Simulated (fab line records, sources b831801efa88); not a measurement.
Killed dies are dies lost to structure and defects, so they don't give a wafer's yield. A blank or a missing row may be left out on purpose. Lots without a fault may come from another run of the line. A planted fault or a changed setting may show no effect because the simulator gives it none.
One fault seen from 2 desks | flow gf180mcu | each desk has only its own numbers; what lay behind them comes last

THE METROLOGY DESK
What the gauges read, lot by lot, whatever tool the lot ran on: means of the sampled wafers that have a number. A lot is out of limits, marked OUT, if its mean lies more than 4 standard deviations from the usual mean; the brackets give that distance.
Columns: A = V2_CVD_02_THK at GF_V2_THK_MEAS_03, usual 853 nm
lot  | first seen here | A
L225 | day 20 05:54    | 850
L226 | day 20 13:15    | 851
L227 | day 21 01:10    | 855
L229 | day 21 16:50    | 866
L230 | day 22 08:19    | 860
L231 | day 22 16:35    | 849
L234 | day 23 17:37    | 863
L239 | day 25 09:31    | 857
L240 | day 25 16:34    | 848
L242 | day 26 07:06    | 859
L243 | day 26 11:05    | 851
L244 | day 26 20:22    | 849
L245 | day 27 01:04    | 851
L246 | day 27 09:33    | 859
This desk's finding: nothing out of limits on any of the 14 lots.

THE TOOL OWNER'S DESK: wet_bench-02
The tool's own readings at GF_STI_WET_ETCH_17 (etches Si3N4 in H3PO4, target depth 45 nm, time 514 s): means of the sampled wafers that have a number, for each lot that ran on this tool. A lot is out of limits, marked OUT, if its mean lies more than 4 standard deviations from the usual mean; the brackets give that distance.
Columns: A = bath_guard_temp_C at GF_STI_WET_ETCH_17, usual 159.9 C; B = temp_c at GF_STI_WET_ETCH_17, usual 159.99 C
lot  | first seen here | A                | B
L225 | day 2 11:36     | 160.8            | 159.90
L227 | day 2 21:32     | 158.8            | 160.06
L229 | day 3 08:31     | 161.2            | 160.07
L230 | day 3 14:57     | 160.9            | 159.95
L231 | day 3 19:49     | 159.0            | 160.12
L239 | day 5 13:17     | 155.6 (-6.1) OUT | 155.64 (-27) OUT
L242 | day 6 04:18     | 154.9 (-7.1) OUT | 155.53 (-28) OUT
This desk's finding: out of limits on L239, L242; first on L239, day 5 13:17 (bath_guard_temp_C at GF_STI_WET_ETCH_17). In limits: L225, L227, L229, L230, L231.

PUT TOGETHER
The tool owner's desk could have raised an alarm at day 5 13:17, on L239, L242.
The metrology desk saw nothing out of limits.
The metrology desk has L239, L242 on record, within its limits.
Of the lots named, all ran GF_STI_WET_ETCH_17 on wet_bench-02.

WHAT THE SIMULATOR HAD PUT IN
Process parameter drift: wet_bench-02, from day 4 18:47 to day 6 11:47, at GF_STI_WET_ETCH_17. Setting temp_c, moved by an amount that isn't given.
Lots struck among those shown: L239, L242.
Hours from the fault's start to each desk's first reading out of limits: the tool owner's desk, 19.
